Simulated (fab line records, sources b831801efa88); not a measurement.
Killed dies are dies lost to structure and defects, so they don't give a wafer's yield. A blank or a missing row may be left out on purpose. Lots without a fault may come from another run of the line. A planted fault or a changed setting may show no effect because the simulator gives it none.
Which tool did it? | flow gf180mcu | 7 lots, 21 wafers sampled, at 1 step of a route of 602

WHAT THE GAUGES READ, wafer by wafer
GF_V5_THK_MEAS_01.
lot  | measured     | on            | V5_CVD_00_THK (nm)
L983 | day 27 23:52 | film_metro-03 | 298 299 292
L985 | day 28 22:59 | film_metro-02 | 303 299 301
L988 | day 29 12:17 | film_metro-01 | 299 300 296
L990 | day 30 00:50 | film_metro-01 | 301 308 304
L993 | day 30 20:22 | film_metro-01 | 300 298 295
L100 | day 32 19:02 | film_metro-03 | 301 296 301
L103 | day 33 12:26 | film_metro-01 | 297 297 300

WHICH TOOL RAN EACH LOT (tool, then ch and the chambers of the sampled wafers, then the start)
The record holds no process step before these readings.

THE ANSWER, worked out from the rows above alone
Rule: what is usual is taken from the lots themselves. Put in order of their means at a reading, lots are off if they are a third of the lots or fewer, leave a main group of 4 or more, and stand apart from it by a gap of 3 or more times the standard deviation of the main group's means; of several such gaps the widest counts. A main group whose means are all the same, to the digits that the tables above print for the reading, isn't used. A lot without any number at a reading at which 4 lots or more have one is off too. The other lots that the step has rows for count as sound.
No lot is off at any reading shown: from this, nothing can be told.

WHAT THE SIMULATOR HAD PUT IN
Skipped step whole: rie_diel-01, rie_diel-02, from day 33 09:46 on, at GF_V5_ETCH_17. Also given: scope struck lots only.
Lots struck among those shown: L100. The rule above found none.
